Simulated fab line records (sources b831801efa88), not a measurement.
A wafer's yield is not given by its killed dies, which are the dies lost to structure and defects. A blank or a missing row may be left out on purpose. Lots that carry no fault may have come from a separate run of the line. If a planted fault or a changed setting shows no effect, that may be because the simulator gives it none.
Which tool did it? + flow gf180mcu + 13 lots, 39 wafers sampled, at 3 steps of a route of 602

## WHAT THE GAUGES SHOWED, per wafer
GF_VT_IMPLANT_TW_MEAS_32. Usual: VT_IMPLANT_3_TW gives 270.3 (standard deviation 1.3).
| lot  | measured     | on           | VT_IMPLANT_3_TW   | flag |
|------|--------------|--------------|-------------------|------|
| L703 | day 6 19:25  | filmMetro-01 | 270.7 269.1 269.6 |      |
| L706 | day 7 17:44  | filmMetro-04 | 269.1 270.6 270.7 |      |
| L708 | day 8 11:29  | filmMetro-02 | 268.8 268.7 268.1 |      |
| L707 | day 8 11:48  | filmMetro-01 | 272.0 271.5 271.6 |      |
| L710 | day 9 01:32  | filmMetro-01 | 270.2 271.7 269.6 |      |
| L709 | day 9 04:12  | filmMetro-01 | 270.2 270.5 270.2 |      |
| L711 | day 9 12:03  | filmMetro-02 | 269.7 272.4 270.0 |      |
| L715 | day 10 13:01 | filmMetro-01 | 269.0 267.9 269.1 |      |
| L718 | day 11 03:27 | filmMetro-02 | 268.8 270.3 269.5 |      |
| L719 | day 11 09:09 | filmMetro-01 | 271.1 270.7 269.9 |      |
| L720 | day 11 12:54 | filmMetro-02 | 268.3 270.7 269.2 |      |
| L724 | day 12 14:07 | filmMetro-01 | 270.9 272.3 270.5 |      |
| L726 | day 13 07:56 | filmMetro-02 | 271.7 270.3 269.1 |      |

## WHAT TOOL EACH LOT RAN ON (gives the tool, then ch and the chambers of the sampled wafers, and finally the start)
| lot  | GF_VT_IMPLANT_STRIP_09              | GF_VT_IMPLANT_STRIP_31              |
|------|-------------------------------------|-------------------------------------|
| L703 | plasmaAsher-03 ch 0,1, day 5 12:56  | plasmaAsher-02 ch 0,1, day 6 19:20  |
| L706 | plasmaAsher-04 ch 0,1, day 6 09:24  | plasmaAsher-02 ch 0,1, day 7 17:38  |
| L708 | plasmaAsher-03 ch 0,1, day 7 02:32  | plasmaAsher-04 ch 0,1, day 8 11:23  |
| L707 | plasmaAsher-04 ch 0,1, day 7 02:45  | plasmaAsher-03 ch 0,1, day 8 11:42  |
| L710 | plasmaAsher-03 ch 0,1, day 7 16:08  | plasmaAsher-04 ch 0,1, day 9 01:26  |
| L709 | plasmaAsher-02 ch 0,1, day 7 18:48  | plasmaAsher-02 ch 0,1, day 9 04:05  |
| L711 | plasmaAsher-03 ch 0,1, day 8 01:56  | plasmaAsher-02 ch 0,1, day 9 11:56  |
| L715 | plasmaAsher-02 ch 0,1, day 9 01:22  | plasmaAsher-04 ch 0,1, day 10 12:55 |
| L718 | plasmaAsher-04 ch 0,1, day 9 14:23  | plasmaAsher-04 ch 0,1, day 11 03:21 |
| L719 | plasmaAsher-04 ch 0, day 9 20:15    | plasmaAsher-04 ch 0,1, day 11 09:02 |
| L720 | plasmaAsher-04 ch 0,1, day 9 23:41  | plasmaAsher-04 ch 0,1, day 11 12:47 |
| L724 | plasmaAsher-02 ch 0,1, day 11 00:23 | plasmaAsher-02 ch 0,1, day 12 14:01 |
| L726 | plasmaAsher-02 ch 0,1, day 11 16:30 | plasmaAsher-04 ch 0,1, day 13 07:50 |
- GF_VT_IMPLANT_STRIP_09: strips in O2/N2.
- GF_VT_IMPLANT_STRIP_31: strips in O2/N2.

## AS READ BY THE TOOLS THEMSELVES (means over the sampled wafers that have a number; for cases with no such wafer, the mark the record gives instead)
GF_VT_IMPLANT_STRIP_09. Usual: drypumpMotorCurrentA 5.6 A, standard deviation 0.43; heaterPowerW 335 W, standard deviation 52; n2FlowSccm 300.0 sccm, standard deviation 0.87; oesProductAu 0.716 a.u., standard deviation 0.0044; stripTimeToEndpointS 12.63 s, standard deviation 0.034.
| lot  | tool           | drypumpMotorCurrentA (A) | heaterPowerW (W) | n2FlowSccm (sccm) | oesProductAu (a.u.) | stripTimeToEndpointS (s) | flag |
|------|----------------|--------------------------|------------------|-------------------|---------------------|--------------------------|------|
| L703 | plasmaAsher-03 | 5.6                      | 368              | 300.6             | 0.715               | 12.61                    |      |
| L706 | plasmaAsher-04 | 5.7                      | 308              | 300.2             | 0.716               | 12.62                    |      |
| L708 | plasmaAsher-03 | 5.6                      | 397              | 299.5             | 0.718               | 12.60                    |      |
| L707 | plasmaAsher-04 | 5.6                      | 309              | 300.0             | 0.719               | 12.64                    |      |
| L710 | plasmaAsher-03 | 5.6                      | 398              | 300.0             | 0.714               | 12.66                    |      |
| L709 | plasmaAsher-02 | 5.9                      | 295              | 300.6             | 0.713               | 12.57                    |      |
| L711 | plasmaAsher-03 | 5.6                      | 397              | 299.9             | 0.720               | 12.69                    |      |
| L715 | plasmaAsher-02 | 6.0                      | 294              | 299.0             | 0.718               | 12.64                    |      |
| L718 | plasmaAsher-04 | 5.6                      | 307              | 299.1             | 0.714               | 12.62                    |      |
| L719 | plasmaAsher-04 | 6.1                      | 309              | 299.8             | 0.716               | 12.62                    |      |
| L720 | plasmaAsher-04 | 5.7                      | 307              | 299.3             | 0.717               | 12.58                    |      |
| L724 | plasmaAsher-02 | 5.9                      | 295              | 300.1             | 0.717               | 12.65                    |      |
| L726 | plasmaAsher-02 | 5.9                      | 295              | 300.1             | 0.716               | 12.64                    |      |

GF_VT_IMPLANT_STRIP_31. Usual: drypumpMotorCurrentA 5.6 A, standard deviation 0.5; heaterPowerW 315 W, standard deviation 38; n2FlowSccm 299.9 sccm, standard deviation 0.86; oesProductAu 0.716 a.u., standard deviation 0.004; stripTimeToEndpointS 12.64 s, standard deviation 0.042.
| lot  | tool           | drypumpMotorCurrentA (A) | heaterPowerW (W) | n2FlowSccm (sccm) | oesProductAu (a.u.) | stripTimeToEndpointS (s) | flag |
|------|----------------|--------------------------|------------------|-------------------|---------------------|--------------------------|------|
| L703 | plasmaAsher-02 | 6.0                      | 294              | 300.5             | 0.719               | 12.62                    |      |
| L706 | plasmaAsher-02 | 6.0                      | 297              | 300.1             | 0.712               | 12.66                    |      |
| L708 | plasmaAsher-04 | 5.7                      | 307              | 298.3             | 0.715               | 12.56                    |      |
| L707 | plasmaAsher-03 | 5.6                      | 400              | 300.3             | 0.715               | 12.63                    |      |
| L710 | plasmaAsher-04 | 5.2                      | 303              | 299.4             | 0.719               | 12.64                    |      |
| L709 | plasmaAsher-02 | 6.0                      | 292              | 300.1             | 0.713               | 12.60                    |      |
| L711 | plasmaAsher-02 | 5.9                      | 293              | 300.5             | 0.715               | 12.66                    |      |
| L715 | plasmaAsher-04 | 5.2                      | 299              | 300.3             | 0.710               | 12.60                    |      |
| L718 | plasmaAsher-04 | 5.6                      | 306              | 300.0             | 0.719               | 12.62                    |      |
| L719 | plasmaAsher-04 | 5.2                      | 304              | 300.1             | 0.713               | 12.60                    |      |
| L720 | plasmaAsher-04 | 5.6                      | 308              | 298.9             | 0.718               | 12.66                    |      |
| L724 | plasmaAsher-02 | 6.0                      | 294              | 300.7             | 0.715               | 12.66                    |      |
| L726 | plasmaAsher-04 | 5.1                      | 306              | 299.7             | 0.715               | 12.69                    |      |

## THE ANSWER, worked out from the rows above alone
Rule: take the mean of a lot's wafers that have a number; if it is more than 3 standard deviations from the usual mean, the lot is off. A lot without any number at a reading at which 4 lots or more have one is off too. Where the step has rows for the other lots, those lots are counted as sound. First the gauges in route order, then the tools' own readings, where a lot's mean is used as printed above. The first step at which some lot is off is used, and at that step the reading that is off furthest; a lot without a number counts as furthest.
No lot is off on any of the readings shown, so nothing can be concluded from this.

## WHAT THE SIMULATOR HAD PUT IN
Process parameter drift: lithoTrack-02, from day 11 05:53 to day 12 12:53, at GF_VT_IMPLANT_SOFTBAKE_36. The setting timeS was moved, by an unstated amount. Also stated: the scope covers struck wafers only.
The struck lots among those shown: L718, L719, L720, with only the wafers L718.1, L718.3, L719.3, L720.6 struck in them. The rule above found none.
